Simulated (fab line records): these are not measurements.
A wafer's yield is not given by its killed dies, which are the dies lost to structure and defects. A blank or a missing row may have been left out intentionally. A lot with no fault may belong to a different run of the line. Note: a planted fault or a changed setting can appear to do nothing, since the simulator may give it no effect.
Which of the tools did it? :: flow sky130 :: Sampling: 13 lots, 39 wafers, 3 of 708 route steps

## WHAT EACH GAUGE READ, for each wafer
SKY_NWELL_RS_MEAS_29: measures by four-point-probe.
lot: L180
measured: day 5 09:47
on: filmMetro-03
NWELL_RS (ohm/sq): 624.0 623.5 622.3

lot: L181
measured: day 5 18:11
on: filmMetro-03
NWELL_RS (ohm/sq): 623.5 624.0 623.8

lot: L183
measured: day 6 02:25
on: filmMetro-01
NWELL_RS (ohm/sq): 627.5 626.0 623.8

lot: L184
measured: day 6 06:32
on: filmMetro-01
NWELL_RS (ohm/sq): 623.0 625.2 623.8

lot: L185
measured: day 6 16:24
on: filmMetro-04
NWELL_RS (ohm/sq): 637.2 637.4 638.5

lot: L187
measured: day 7 02:56
on: filmMetro-03
NWELL_RS (ohm/sq): 634.5 635.0 634.8

lot: L189
measured: day 7 16:16
on: filmMetro-03
NWELL_RS (ohm/sq): 635.6 638.1 637.8

lot: L196
measured: day 9 14:49
on: filmMetro-04
NWELL_RS (ohm/sq): 625.1 624.6 625.8

lot: L198
measured: day 9 22:56
on: filmMetro-04
NWELL_RS (ohm/sq): 623.3 624.6 626.0

lot: L199
measured: day 10 06:37
on: filmMetro-03
NWELL_RS (ohm/sq): 623.2 624.6 623.5

lot: L200
measured: day 10 10:06
on: filmMetro-01
NWELL_RS (ohm/sq): 622.5 621.9 622.4

lot: L201
measured: day 11 00:23
on: filmMetro-04
NWELL_RS (ohm/sq): 625.8 626.4 624.9

lot: L202
measured: day 11 10:56
on: filmMetro-04
NWELL_RS (ohm/sq): 624.4 624.8 624.2

SKY_VIA3_OVL_MEAS_13.
lot: L180
measured: day 39 19:37
on: overlay-02
VIA3_OVL (nm): 5 5 7

lot: L181
measured: day 40 01:09
on: overlay-02
VIA3_OVL (nm): 12 8 10

lot: L183
measured: day 40 21:49
on: overlay-02
VIA3_OVL (nm): 10 0 0

lot: L184
measured: day 40 22:36
on: overlay-01
VIA3_OVL (nm): 4 3 6

lot: L185
measured: day 41 10:25
on: overlay-01
VIA3_OVL (nm): 3 -3 9

lot: L187
measured: day 42 06:24
on: overlay-02
VIA3_OVL (nm): -8 -3 -3

lot: L189
measured: day 42 13:16
on: overlay-02
VIA3_OVL (nm): 12 13 8

lot: L196
measured: day 44 16:58
on: overlay-01
VIA3_OVL (nm): 10 5 6

lot: L198
measured: day 44 19:16
on: overlay-02
VIA3_OVL (nm): 4 0 7

lot: L199
measured: day 45 05:07
on: overlay-02
VIA3_OVL (nm): 0 2 -3

lot: L200
measured: day 45 09:31
on: overlay-02
VIA3_OVL (nm): 2 5 7

lot: L201
measured: day 45 21:07
on: overlay-02
VIA3_OVL (nm): 6 3 13

lot: L202
measured: day 46 06:49
on: overlay-01
VIA3_OVL (nm): 11 3 -4

## TOOL THAT RAN EACH LOT (tool first, then ch and the chambers of the sampled wafers, then the start)
lot: L180
SKY_NWELL_IMPLANT_13: implanter-02 ch 0, day 4 15:50

lot: L181
SKY_NWELL_IMPLANT_13: implanter-02 ch 0, day 4 23:41

lot: L183
SKY_NWELL_IMPLANT_13: implanter-01 ch 0, day 5 07:22

lot: L184
SKY_NWELL_IMPLANT_13: implanter-01 ch 0, day 5 11:26

lot: L185
SKY_NWELL_IMPLANT_13: implanter-01 ch 0, day 5 21:10

lot: L187
SKY_NWELL_IMPLANT_13: implanter-01 ch 0, day 6 07:14

lot: L189
SKY_NWELL_IMPLANT_13: implanter-01 ch 0, day 6 20:00

lot: L196
SKY_NWELL_IMPLANT_13: implanter-02 ch 0, day 8 14:56

lot: L198
SKY_NWELL_IMPLANT_13: implanter-02 ch 0, day 8 23:17

lot: L199
SKY_NWELL_IMPLANT_13: implanter-04 ch 0, day 9 09:08

lot: L200
SKY_NWELL_IMPLANT_13: implanter-02 ch 0, day 9 11:38

lot: L201
SKY_NWELL_IMPLANT_13: implanter-04 ch 0, day 10 01:32

lot: L202
SKY_NWELL_IMPLANT_13: implanter-04 ch 0, day 10 11:25
- SKY_NWELL_IMPLANT_13

## AS READ BY THE TOOLS THEMSELVES (means over the sampled wafers that have a number; for cases with no such wafer, the mark the record gives instead)
SKY_NWELL_IMPLANT_13.
lot: L180
tool: implanter-02
doseIonsCm2: 7.000e+11
faradayCurrentUA: 3.95

lot: L181
tool: implanter-02
doseIonsCm2: 7.002e+11
faradayCurrentUA: 3.87

lot: L183
tool: implanter-01
doseIonsCm2: 7.000e+11
faradayCurrentUA: 3.88

lot: L184
tool: implanter-01
doseIonsCm2: 6.996e+11
faradayCurrentUA: 3.93

lot: L185
tool: implanter-01
doseIonsCm2: 3.556e+11
faradayCurrentUA: 1.95

lot: L187
tool: implanter-01
doseIonsCm2: 3.556e+11
faradayCurrentUA: 1.98

lot: L189
tool: implanter-01
doseIonsCm2: 3.556e+11
faradayCurrentUA: 2.01

lot: L196
tool: implanter-02
doseIonsCm2: 7.001e+11
faradayCurrentUA: 3.98

lot: L198
tool: implanter-02
doseIonsCm2: 6.994e+11
faradayCurrentUA: 3.94

lot: L199
tool: implanter-04
doseIonsCm2: 7.012e+11
faradayCurrentUA: 3.96

lot: L200
tool: implanter-02
doseIonsCm2: 6.997e+11
faradayCurrentUA: 3.96

lot: L201
tool: implanter-04
doseIonsCm2: 6.999e+11
faradayCurrentUA: 4.00

lot: L202
tool: implanter-04
doseIonsCm2: 7.001e+11
faradayCurrentUA: 3.93

## THE ANSWER, worked out from the rows above alone
Rule: the usual values come from the lots themselves. The widest of any qualifying gaps counts: lots, ordered by their means at a reading, are off when they make up no more than a third of the lots, leave a main group of 4 or more, and stand apart from it by 3 or more times the standard deviation of that group's means. A main group whose means are all the same, to the digits that the tables above print for the reading, isn't used. A lot without any number at a reading at which 4 lots or more have one is off too. Where the step has rows for the other lots, those lots are counted as sound. Order of review: gauges by route order, followed by the tools' own readings, for which a lot's mean as printed above is used. At the first step where some lot is off, the reading lying furthest off is the one used; lots without a number count as furthest.
Off: L185, L187, L189, seen at SKY_NWELL_RS_MEAS_29 (NWELL_RS). The main group: mean 624.3 ohm/sq, standard deviation 1.
If a tool, at a process step before that reading, ran all the lots that are off and no sound lot after the first of them, it fits. Not tried: the gauges at SKY_NWELL_RS_MEAS_29; whatever is off there is also off at SKY_NWELL_IMPLANT_13, on other tools, and gauge error can't account for it. One fits: SKY_NWELL_IMPLANT_13 on implanter-01. Its last sound lot is L184 (day 5 11:26), its first lot that is off L185 (day 5 21:10): a fault that began between those two fits.
The tool's own readings at SKY_NWELL_IMPLANT_13 bear it out: on the lots that are off they differ by more than 5 times the standard deviation of the sound lots' means. doseIonsCm2 reads 3.556e+11 there against 7.000e+11 on the sound lots; faradayCurrentUA reads 1.98 there against 3.94 on the sound lots.

## WHAT THE SIMULATOR PUT IN
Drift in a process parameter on implanter-01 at SKY_NWELL_IMPLANT_13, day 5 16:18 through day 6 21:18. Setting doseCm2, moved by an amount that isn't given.
Lots struck among those shown: L185, L187, L189. This agrees with what the rule above found.
